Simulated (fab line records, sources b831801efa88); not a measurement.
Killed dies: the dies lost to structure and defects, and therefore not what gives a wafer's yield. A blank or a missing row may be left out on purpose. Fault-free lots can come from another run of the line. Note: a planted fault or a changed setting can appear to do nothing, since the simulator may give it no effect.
Shared-tool check + flow sky130 + 15 lots and 45 wafers in the sample

## REASON IT WAS OPENED
At SKY_LDD_HVP_TW_MEAS_10 the reading LDD_HVP_TW is flagged on 3 of 15 lots. Wafers without a fault read 455, standard deviation 4.4.
Rule: a lot gets a flag if all its wafers with a number sit over 4 standard deviations from that mean, or if no wafer of it has a number. The rest of the lots are taken to be sound.

| lot  | measured     | on            | LDD_HVP_TW, wafer by wafer | flag    |
|------|--------------|---------------|----------------------------|---------|
| L753 | day 21 15:29 | film_metro-02 | 453 452 453                |         |
| L755 | day 22 04:07 | film_metro-02 | 452 450 450                |         |
| L756 | day 22 17:42 | film_metro-02 | 452 452 450                |         |
| L757 | day 23 00:11 | film_metro-02 | 447 450 450                |         |
| L758 | day 23 19:19 | film_metro-02 | 450 449 451                |         |
| L760 | day 24 15:29 | film_metro-02 | 447 449 448                |         |
| L759 | day 24 17:54 | film_metro-04 | 453 457 458                |         |
| L761 | day 25 03:13 | film_metro-01 | 463 464 460                |         |
| L762 | day 25 11:01 | film_metro-01 | 461 461 461                |         |
| L763 | day 25 12:15 | film_metro-02 | 455 453 454                |         |
| L764 | day 25 18:53 | film_metro-04 | 456 459 459                |         |
| L766 | day 26 10:31 | film_metro-04 | 453 454 454                |         |
| L770 | day 28 07:03 | film_metro-04 | 760 761 762                | FLAGGED |
| L772 | day 28 13:45 | film_metro-01 | 772 775 773                | FLAGGED |
| L771 | day 28 16:43 | film_metro-02 | 764 761 767                | FLAGGED |
On average the flagged lots' numbers are 766, which is +311 against the usual, or +71 standard deviations.

## EACH LOT AND THE TOOL IT RAN ON
The record holds 1 process step before the reading, out of a route of 708 steps. Each cell gives the tool, then ch followed by the chambers the sampled wafers passed through, then the start.
| lot  | flag    | SKY_LDD_HVP_IMPLANT_08          |
|------|---------|---------------------------------|
| L753 |         | implanter-01 ch 0, day 21 15:17 |
| L755 |         | implanter-04 ch 0, day 22 03:52 |
| L756 |         | implanter-04 ch 0, day 22 17:27 |
| L757 |         | implanter-02 ch 0, day 22 23:56 |
| L758 |         | implanter-01 ch 0, day 23 19:04 |
| L760 |         | implanter-04 ch 0, day 24 15:17 |
| L759 |         | implanter-04 ch 0, day 24 17:30 |
| L761 |         | implanter-01 ch 0, day 25 02:59 |
| L762 |         | implanter-01 ch 0, day 25 10:48 |
| L763 |         | implanter-02 ch 0, day 25 12:00 |
| L764 |         | implanter-04 ch 0, day 25 18:38 |
| L766 |         | implanter-04 ch 0, day 26 10:17 |
| L770 | FLAGGED | implanter-04 ch 0, day 28 06:48 |
| L772 | FLAGGED | implanter-04 ch 0, day 28 13:30 |
| L771 | FLAGGED | implanter-04 ch 0, day 28 16:30 |
What is done by these steps:
- SKY_LDD_HVP_IMPLANT_08
- SKY_LDD_HVP_TW_MEAS_10

## FLAGGED OVER TOTAL, TOOL BY TOOL (the gauges that took the reading come last)
| step                   | tool          | lots run | flagged | share of the flagged lots | sound lots run after its first flagged lot |
|------------------------|---------------|----------|---------|---------------------------|--------------------------------------------|
| SKY_LDD_HVP_IMPLANT_08 | implanter-01  | 4        | 0       | none                      | -                                          |
| SKY_LDD_HVP_IMPLANT_08 | implanter-02  | 2        | 0       | none                      | -                                          |
| SKY_LDD_HVP_IMPLANT_08 | implanter-04  | 9        | 3       | all                       | 0                                          |
| SKY_LDD_HVP_TW_MEAS_10 | film_metro-01 | 3        | 1       | some                      | 0                                          |
| SKY_LDD_HVP_TW_MEAS_10 | film_metro-02 | 8        | 1       | some                      | 0                                          |
| SKY_LDD_HVP_TW_MEAS_10 | film_metro-04 | 4        | 1       | some                      | 0                                          |

## WHAT THE TABLE ALLOWS
1 row of the table ran every flagged lot: implanter-04 at SKY_LDD_HVP_IMPLANT_08.
- implanter-04 at SKY_LDD_HVP_IMPLANT_08 ran 9 lots, 3 of them flagged. Its last sound lot is L766 (day 26 10:17), its first flagged lot L770 (day 28 06:48): a fault that began between those two fits. Its own readings (dose_ions_cm2, faraday_current_uA) fall more than 4 standard deviations out on all wafers of the flagged lots.
One tool is left: implanter-04 at SKY_LDD_HVP_IMPLANT_08.

## WHAT THE SIMULATOR PUT IN
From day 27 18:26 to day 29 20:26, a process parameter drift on implanter-04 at SKY_LDD_HVP_IMPLANT_08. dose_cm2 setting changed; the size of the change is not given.
Shown lots that were struck: L770, L772, L771. The rule given above showed the same thing.
